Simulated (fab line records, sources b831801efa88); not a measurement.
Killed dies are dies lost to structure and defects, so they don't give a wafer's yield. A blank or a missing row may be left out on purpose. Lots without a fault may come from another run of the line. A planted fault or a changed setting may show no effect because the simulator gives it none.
Which tool did it? | flow sky130 | 7 lots, 21 wafers sampled, at 4 steps of a route of 708

WHAT THE GAUGES READ, wafer by wafer
SKY_VIA1_RS_MEAS_22: measures by four-point-probe.
lot  | measured     | on            | VIA1_W_RS (ohm/sq)
L245 | day 34 09:39 | film_metro-03 | 0.428 0.424 0.430
L247 | day 35 06:07 | film_metro-04 | 0.464 0.462 0.461
L250 | day 35 23:29 | film_metro-02 | 0.473 0.470 0.469
L256 | day 38 09:18 | film_metro-03 | 0.428 0.428 0.434
L261 | day 39 13:28 | film_metro-04 | 0.433 0.433 0.440
L262 | day 39 18:11 | film_metro-02 | 0.419 0.428 0.432
L265 | day 40 09:14 | film_metro-04 | 0.435 0.436 0.430

WHICH TOOL RAN EACH LOT (tool, then ch and the chambers of the sampled wafers, then the start)
lot  | SKY_METAL1_ETCH_18                | SKY_METAL1_METAL_ETCH_19          | SKY_VIA1_CVD_21
L245 | rie_metal-04 ch 0,1, day 33 04:35 | rie_metal-04 ch 0,1, day 33 04:39 | cvd_w-02 ch 0,1, day 34 09:33
L247 | rie_metal-04 ch 1, day 34 01:09   | rie_metal-04 ch 1, day 34 01:13   | cvd_w-02 ch 0,1, day 35 06:00
L250 | rie_metal-01 ch 0,1, day 34 19:13 | rie_metal-01 ch 0,1, day 34 19:17 | cvd_w-02 ch 1, day 35 23:22
L256 | rie_metal-04 ch 0,1, day 37 05:09 | rie_metal-04 ch 0,1, day 37 05:13 | cvd_w-02 ch 0,1, day 38 09:12
L261 | rie_metal-02 ch 0,1, day 38 10:24 | rie_metal-02 ch 0,1, day 38 10:28 | cvd_w-02 ch 0,1, day 39 13:23
L262 | rie_metal-04 ch 0,1, day 38 15:30 | rie_metal-04 ch 0,1, day 38 15:34 | cvd_w-02 ch 0,1, day 39 18:04
L265 | rie_metal-02 ch 0,1, day 39 06:44 | rie_metal-02 ch 0,1, day 39 06:47 | cvd_w-02 ch 0,1, day 40 09:07
- SKY_METAL1_ETCH_18: etches BARC in N2/H2, stops on SiO2, time 45.9 s, target depth 60 nm.
- SKY_METAL1_METAL_ETCH_19: etches the open film in Cl2/BCl3, stops on SiO2, target depth 360 nm, time 78 s.
- SKY_VIA1_CVD_21: deposits W, target thk 270 nm, time 80.902 s.

THE ANSWER, worked out from the rows above alone
Rule: what is usual is taken from the lots themselves. Put in order of their means at a reading, lots are off if they are a third of the lots or fewer, leave a main group of 4 or more, and stand apart from it by a gap of 3 or more times the standard deviation of the main group's means; of several such gaps the widest counts. A main group whose means are all the same, to the digits that the tables above print for the reading, isn't used. A lot without any number at a reading at which 4 lots or more have one is off too. The other lots that the step has rows for count as sound.
Off: L247, L250, at SKY_VIA1_RS_MEAS_22 (VIA1_W_RS). The main group: mean 0.431 ohm/sq, standard deviation 0.0035.
A tool fits if, at a process step before that reading, it ran every lot that is off, and no sound lot after the first of them. The gauges at SKY_VIA1_RS_MEAS_22 are tried like those tools. None of those tried fits.

WHAT THE SIMULATOR HAD PUT IN
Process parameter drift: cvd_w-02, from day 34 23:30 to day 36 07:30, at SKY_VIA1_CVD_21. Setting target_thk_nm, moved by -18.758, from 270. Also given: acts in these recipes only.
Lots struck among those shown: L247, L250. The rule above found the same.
